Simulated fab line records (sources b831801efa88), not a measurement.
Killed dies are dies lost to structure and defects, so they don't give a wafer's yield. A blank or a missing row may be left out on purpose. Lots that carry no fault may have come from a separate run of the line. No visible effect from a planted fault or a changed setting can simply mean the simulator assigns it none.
fab line records	flow sky130
record: lots: 14	wafers: 42	last_day: 50
route steps=708 shown FIELD_ISO@16 NWELL@67 VT_ADJUST_LVTN@115
lots with no fault: from the same line, run without faults
start_h: hours from the record's first day to the start of the lot's first wafer shown	wait_h: hours elapsed since this lot's preceding step	" identical to the entry in the row above	L1.1+2: one row covering several wafers at once	- no value present, or no start provided	* or withheld: withheld	< > ~ a bound
route shown NAME@n: names a module that has steps shown in the file, with the first one's number in the route	usual: mean/standard deviation of fault-free wafers	same: alike in all rows	chamber/n: place in a boat	sites: per-site readings	_std_site: the standard deviation of these	_edge_site: the outer-site mean with the inner-site mean subtracted	radius_mm: how far each site lies from the wafer's centre	mask NAME#n: copy n	behind: tool/chamber where the wafer was last shaped	hold: why the lot went on hold/how many hours it stayed there/how the hold came to an end	device: the transistor (n, p or np) that didn't switch	end of line: tests of these same wafers at the route's end	a step given without rows: its recipe and nothing more	killed: not the wafer's yield, but the dies lost to structure and defects at the first sort	map: a wafer's dies, marking killed ones x, the rest . and places with no die _
set.NAME: the run value of the setting; set.NAME@STEP: its run value at that earlier step	model.NAME: the simulator's own value behind a step, which no gauge read
one table for each step of the route and one row for each wafer, over a sample of lots
services: when a tool's chamber went out of use (start_h, in hours from the record's first day, below 0 if earlier), for how many hours, and the reason
== steps ==
step: SKY_FIELD_ISO_ETCH_15
recipe: chemistry: CHF3/O2	target_depth_nm: 180	stop_on: Si	source_w: 600	bias_w: 200	pressure_mtorr: 40	chf3_flow_sccm: 50	O2_flow_sccm: 5	time_s: 72
usual: O2_flow_sccm: 5.002/0.015	drypump_motor_current_A: 5.9/0.42	oes_product_au: 0.935/0.0068	throttle_valve_pct: 8.840/0.0089
lot.wafer	tool	chamber	start_h	wait_h	O2_flow_sccm	drypump_motor_current_A	oes_product_au	rf_hours_counter_h	throttle_valve_pct
L908.1	rie_diel-03	2	28.76	0.0	5.008	5.5	0.943	98	8.844
L908.4	"	3	"	"	4.988	6.1	0.935	79	8.844
L908.6	"	1	"	"	5.001	6.3	0.943	-	8.850
L909.2	rie_diel-01	0	34.63	0.0	4.994	6.2	0.926	2	8.852
L909.4	"	2	"	"	4.993	6.4	0.928	135	8.828
L909.5	"	1	"	"	4.993	5.6	0.933	-	8.839
L910.2	rie_diel-02	0	39.58	0.0	4.979	5.3	0.929	134	8.826
L910.3	"	3	"	"	5.001	5.4	0.936	34	8.843
L910.5	"	0	"	"	4.966	5.3	0.932	-	8.847
L911.2	rie_diel-02	0	44.21	0.0	4.999	5.3	0.931	134	8.842
L911.4	"	3	"	"	4.973	5.5	0.935	34	8.852
L911.5	"	2	"	"	5.013	5.5	0.936	-	8.830
L912.1	rie_diel-01	2	49.96	0.0	5.003	6.5	0.927	136	8.839
L912.2	"	3	"	"	4.989	6.1	0.933	80	8.834
L912.3	"	1	"	"	4.995	5.5	0.934	159	8.832
L914.2	rie_diel-02	1	60.91	0.0	4.987	6.2	0.941	62	8.844
L914.3	"	2	"	"	5.022	5.6	0.944	30	8.836
L914.6	"	0	"	"	5.019	5.3	0.937	-	8.834
L917.2	rie_diel-03	3	79.08	0.0	4.989	6.1	0.932	79	8.836
L917.3	"	1	"	"	4.999	6.3	0.917	164	8.850
L917.4	"	2	"	"	5.019	5.5	0.930	99	8.824
L920.3	rie_diel-03	2	93.16	0.0	4.985	5.5	0.928	99	8.832
L920.5	"	1	"	"	5.009	6.3	0.930	-	8.835
L920.6	"	0	"	"	4.988	6.5	0.930	-	8.818
L921.1	rie_diel-02	3	96.31	0.0	5.025	5.5	0.933	35	8.833
L921.2	"	1	"	"	5.001	6.2	0.934	62	8.853
L921.4	"	0	"	"	5.008	5.3	0.940	135	8.846
L924.1	rie_diel-01	3	112.81	0.0	5.010	6.1	0.928	81	8.842
L924.2	"	2	"	"	4.994	6.5	0.926	137	8.836
L924.6	"	1	"	"	5.018	5.6	0.943	-	8.820
L926.1	rie_diel-03	3	123.06	0.0	4.997	6.1	0.936	80	8.866
L926.2	"	2	"	"	4.988	5.5	0.944	100	8.838
L926.4	"	0	"	"	5.005	6.5	0.932	7	8.846
L928.1	rie_diel-03	3	133.01	0.0	4.983	6.1	0.936	81	8.844
L928.2	"	2	"	"	5.008	5.5	0.934	100	8.837
L928.4	"	1	"	"	5.047	6.3	0.933	0	8.848
L929.2	rie_diel-03	0	140.61	0.0	4.990	6.5	0.948	7	8.852
L929.3	"	2	"	"	4.997	5.5	0.943	100	8.836
L929.4	"	3	"	"	5.016	6.1	0.947	81	8.847
L931.2	rie_diel-02	3	150.51	0.0	5.010	5.5	0.930	36	8.837
L931.5	"	3	"	"	4.992	5.4	0.948	-	8.858
L931.6	"	0	"	"	4.991	5.3	0.945	-	8.833
step: SKY_NWELL_STRIP_14
recipe: chemistry: O2/N2	power_w: 1400	pressure_mtorr: 1500	platen_temp_c: withheld	o2_flow_sccm: 3000	n2_flow_sccm: 300	overash_fraction: 0.5
usual: drypump_motor_current_A: 5.7/0.42	oes_product_au: 0.722/0.0047	strip_time_to_endpoint_s: 36.96/0.1
lot.wafer	tool	chamber	start_h	wait_h	drypump_motor_current_A	oes_product_au	rf_hours_counter_h	strip_time_to_endpoint_s
L908.1	plasma_asher-01	0	86.13	0.1	5.2	0.725	41	37.01
L908.4	"	0	"	"	5.2	0.718	-	37.11
L908.6	"	1	"	"	5.7	0.720	-	37.02
L909.2	plasma_asher-04	0	93.68	0.1	5.9	0.717	39	36.92
L909.4	"	1	"	"	6.3	0.715	-	36.99
L909.5	"	0	"	"	5.9	0.712	-	37.03
L910.2	plasma_asher-02	1	94.64	0.1	5.1	0.715	27	36.90
L910.3	"	0	"	"	5.7	0.713	-	36.99
L910.5	"	0	"	"	5.7	0.720	-	37.08
L911.2	plasma_asher-04	1	102.44	0.1	6.3	0.717	40	37.05
L911.4	"	1	"	"	6.3	0.717	-	36.99
L911.5	"	1	"	"	6.4	0.731	-	37.05
L912.1	plasma_asher-02	1	121.89	0.1	5.1	0.727	30	37.11
L912.2	"	0	"	"	5.7	0.728	30	37.01
L912.3	"	1	"	"	5.1	0.723	-	37.12
L914.2	plasma_asher-01	1	127.99	0.1	5.7	0.721	45	37.10
L914.3	"	1	"	"	5.7	0.726	-	37.03
L914.6	"	0	"	"	5.2	0.727	-	37.08
L917.2	plasma_asher-04	1	142.08	0.1	6.4	0.729	2	36.99
L917.3	"	0	"	"	6.0	0.719	-	36.94
L917.4	"	1	"	"	6.3	0.721	-	37.01
L920.3	plasma_asher-01	0	163.10	0.1	5.2	0.717	-	36.84
L920.5	"	1	"	"	5.7	0.723	-	36.97
L920.6	"	0	"	"	5.2	0.723	-	37.05
L921.1	plasma_asher-04	0	165.77	0.1	5.9	0.726	5	37.00
L921.2	"	1	"	"	6.4	0.720	5	36.84
L921.4	"	0	"	"	5.9	0.725	-	36.89
L924.1	plasma_asher-04	1	180.97	0.1	6.4	0.722	6	36.93
L924.2	"	0	"	"	5.9	0.716	6	37.04
L924.6	"	0	"	"	6.0	0.720	-	36.94
L926.1	plasma_asher-01	0	193.02	0.1	5.2	0.717	51	37.00
L926.2	"	1	"	"	5.7	0.724	51	37.04
L926.4	"	1	"	"	5.7	0.724	-	36.95
L928.1	plasma_asher-04	1	207.64	0.1	6.3	0.718	9	36.88
L928.2	"	0	"	"	6.0	0.720	9	36.78
L928.4	"	1	"	"	6.3	0.721	-	36.85
L929.2	plasma_asher-01	1	217.22	0.1	5.7	0.721	54	36.91
L929.3	"	1	"	"	5.7	0.718	-	36.85
L929.4	"	0	"	"	5.2	0.724	-	36.88
L931.2	plasma_asher-02	1	221.93	0.1	5.1	0.732	39	36.86
L931.5	"	1	"	"	5.1	0.732	-	36.77
L931.6	"	0	"	"	5.7	0.722	-	36.88
step: SKY_NWELL_COAT_18
recipe: spin_rpm: 2000	resist_thk_nm: 3000
lot.wafer	tool	chamber	start_h	wait_h
L908.1+4+6	litho_track-04	0	95.39	0.1
L909.2+4+5	litho_track-04	0	101.56	0.1
L910.2+3+5	litho_track-03	0	102.28	0.1
L911.2+4+5	litho_track-01	0	111.97	0.1
L912.1+2+3	litho_track-04	0	131.19	0.1
L914.2+3+6	litho_track-01	0	137.92	0.1
L917.2+3+4	litho_track-03	0	152.38	0.1
L920.3+5+6	litho_track-01	0	173.79	0.1
L921.1+2+4	litho_track-03	0	176.75	0.1
L924.1+2+6	litho_track-01	0	191.04	0.1
L926.1+2+4	litho_track-01	0	204.09	0.1
L928.1+2+4	litho_track-04	0	217.93	0.1
L929.2+3+4	litho_track-01	0	228.32	0.1
L931.2+5+6	litho_track-01	0	232.62	0.1
step: SKY_NWELL_STRIP_25
recipe: chemistry: O2/N2	power_w: 1400	pressure_mtorr: 1500	platen_temp_c: withheld	o2_flow_sccm: 3000	n2_flow_sccm: 300	overash_fraction: 0.5
usual: drypump_motor_current_A: 5.6/0.42	oes_product_au: 0.723/0.0041	strip_time_to_endpoint_s: 36.99/0.13
lot.wafer	tool	chamber	start_h	wait_h	drypump_motor_current_A	oes_product_au	rf_hours_counter_h	strip_time_to_endpoint_s
L908.1	plasma_asher-02	1	103.74	0.1	5.1	0.726	28	37.14
L908.4	"	0	"	"	5.7	0.729	-	37.06
L908.6	"	0	"	"	5.7	0.721	-	37.18
L909.2	plasma_asher-02	1	111.14	0.1	5.1	0.724	29	37.12
L909.4	"	1	"	"	5.1	0.722	-	37.14
L909.5	"	1	"	"	5.1	0.725	-	37.26
L910.2	plasma_asher-01	0	112.89	0.1	5.2	0.725	43	36.96
L910.3	"	1	"	"	5.7	0.724	-	36.88
L910.5	"	0	"	"	5.2	0.726	-	37.02
L911.2	plasma_asher-01	0	121.47	0.1	5.2	0.727	44	36.96
L911.4	"	1	"	"	5.7	0.717	-	37.01
L911.5	"	1	"	"	5.7	0.719	-	37.05
L912.1	plasma_asher-02	1	141.42	0.1	5.1	0.722	32	37.05
L912.2	"	0	"	"	5.7	0.714	32	37.15
L912.3	"	0	"	"	5.6	0.726	-	37.12
L914.2	plasma_asher-01	1	147.94	0.1	5.7	0.727	47	37.02
L914.3	"	1	"	"	5.7	0.731	-	36.87
L914.6	"	0	"	"	5.2	0.720	-	36.88
L917.2	plasma_asher-04	0	163.09	0.1	5.9	0.722	5	21.79
L917.3	"	0	"	"	5.9	0.715	-	21.83
L917.4	"	1	"	"	6.3	0.719	-	21.80
L920.3	plasma_asher-04	1	184.25	0.1	6.3	0.722	-	36.87
L920.5	"	1	"	"	6.3	0.723	-	36.83
L920.6	"	0	"	"	5.9	0.723	-	36.78
L921.1	plasma_asher-04	1	187.58	0.1	6.4	0.714	7	21.88
L921.2	"	0	"	"	6.0	0.715	7	21.86
L921.4	"	1	"	"	6.4	0.728	-	21.88
L924.1	plasma_asher-02	1	202.82	0.1	5.1	0.716	38	36.73
L924.2	"	0	"	"	5.7	0.726	38	36.73
L924.6	"	0	"	"	5.7	0.716	-	36.72
L926.1	plasma_asher-01	0	215.17	0.1	5.2	0.723	54	36.97
L926.2	"	1	"	"	5.7	0.717	54	36.84
L926.4	"	0	"	"	5.2	0.728	-	36.87
L928.1	plasma_asher-04	1	230.33	0.1	6.3	0.721	11	36.90
L928.2	"	0	"	"	6.0	0.718	11	36.84
L928.4	"	0	"	"	5.9	0.723	-	36.88
L929.2	plasma_asher-01	1	239.84	0.1	5.7	0.721	56	37.17
L929.3	"	1	"	"	5.7	0.723	-	37.17
L929.4	"	0	"	"	5.3	0.724	-	37.05
L931.2	plasma_asher-04	1	244.53	0.1	6.4	0.726	13	36.81
L931.5	"	1	"	"	6.3	0.720	-	36.86
L931.6	"	0	"	"	5.9	0.720	-	36.78
step: SKY_VT_ADJUST_LVTN_OVL_MEAS_18
usual: VT_ADJUST_LVTN_01_OVL: -0.4/1.4
lot.wafer	tool	chamber	start_h	wait_h	VT_ADJUST_LVTN_01_OVL[nm]
L908.1	overlay-02	-	163.20	0.1	0.7
L908.4	"	-	"	"	-2.8
L908.6	"	-	"	"	-0.8
L909.2	overlay-02	-	170.54	0.1	-2.8
L909.4	"	-	"	"	-1.4
L909.5	"	-	"	"	-2.7
L910.2	overlay-02	-	173.94	0.1	-1.6
L910.3	"	-	"	"	-3.7
L910.5	"	-	"	"	-3.8
L911.2	overlay-02	-	183.57	0.1	-1.3
L911.4	"	-	"	"	0.3
L911.5	"	-	"	"	-0.9
L912.1	overlay-01	-	205.67	0.1	-2.4
L912.2	"	-	"	"	-1.0
L912.3	"	-	"	"	0.1
L914.2	overlay-02	-	211.54	0.1	0.7
L914.3	"	-	"	"	0.5
L914.6	"	-	"	"	1.3
L917.2	overlay-02	-	229.21	0.1	-0.9
L917.3	"	-	"	"	-0.5
L917.4	"	-	"	"	-1.7
L920.3	overlay-02	-	252.91	0.1	-0.9
L920.5	"	-	"	"	-1.7
L920.6	"	-	"	"	-1.4
L921.1	overlay-02	-	254.87	0.1	2.3
L921.2	"	-	"	"	2.1
L921.4	"	-	"	"	0.7
L924.1	overlay-02	-	270.90	0.1	-2.0
L924.2	"	-	"	"	-1.8
L924.6	"	-	"	"	-1.0
L926.1	overlay-02	-	284.05	0.1	-0.2
L926.2	"	-	"	"	1.2
L926.4	"	-	"	"	0.1
L928.1	overlay-01	-	301.13	0.1	-0.8
L928.2	"	-	"	"	-1.0
L928.4	"	-	"	"	0.0
L929.2	overlay-01	-	311.22	0.1	1.0
L929.3	"	-	"	"	-0.9
L929.4	"	-	"	"	0.9
L931.2	overlay-01	-	317.61	0.1	2.0
L931.5	"	-	"	"	0.8
L931.6	"	-	"	"	0.9
== services ==
tool	chamber	start_h	hours	kind
plasma_asher-04	-	13.89	14.6	pm
rie_diel-02	2	28.21	7.2	repair
litho_track-04	-	28.84	-	consumable_replace:filter
rie_diel-01	-	48.81	1.0	repair
rie_diel-02	2	62.53	1.2	repair
rie_diel-01	0	94.90	4.1	repair
rie_diel-02	-	99.14	1.4	repair
rie_diel-03	1	104.50	-	clean
rie_diel-03	1	104.50	13.7	scheduled_down
rie_diel-03	1	104.50	13.7	vent_cycle
plasma_asher-04	-	108.75	9.0	pm
plasma_asher-04	0	108.75	9.0	vent_cycle
plasma_asher-04	1	108.75	9.0	vent_cycle
plasma_asher-04	0	117.75	-	clean
plasma_asher-04	1	117.75	-	clean
rie_diel-01	1	126.20	-	clean
rie_diel-03	3	148.84	14.7	repair
litho_track-01	-	171.18	-	consumable_replace:filter
rie_diel-02	3	179.15	9.6	repair
rie_diel-01	0	195.43	8.3	repair
rie_diel-01	1	216.23	2.8	repair
rie_diel-02	0	239.33	-	clean
rie_diel-02	0	239.33	21.3	scheduled_down
rie_diel-02	0	239.33	21.3	vent_cycle
== key ==
first_sign: step: SKY_NWELL_STRIP_25	reading: strip_time_to_endpoint_s	direction: down	sigmas: 99+	usual: *	struck: *
effect none on later readings
met_at SKY_NWELL_COAT_18
struck_lots L917,L921
sort_left_out L917.2,L917.3,L917.4,L921.1,L921.2,L921.4
tester_left_out L917,L921
not_acting_at SKY_FIELD_ISO_ETCH_15,SKY_NWELL_STRIP_14,SKY_VT_ADJUST_LVTN_OVL_MEAS_18
onset_between 102.28 152.38
fault: kind: process_parameter_drift	tool: litho_track-03	chamber: -	onset_h: 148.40	steps: SKY_NWELL_COAT_18	channel: resist_thk_nm	offset: -1304.7	shape: step	end_h: 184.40	acts_in: these_recipes_only	stated: 3000
tester_left_out: of these lots the tester's yield and bins aren't shown, on N5 and GAA mostly nor the transistor test; their killed dies are dies lost to structure and defects alone, not to doping, threshold or leakage, so they don't give the yield
sort_left_out: the simulated sort isn't trusted on such a fault, so these wafers' sort isn't shown, and their yield isn't known
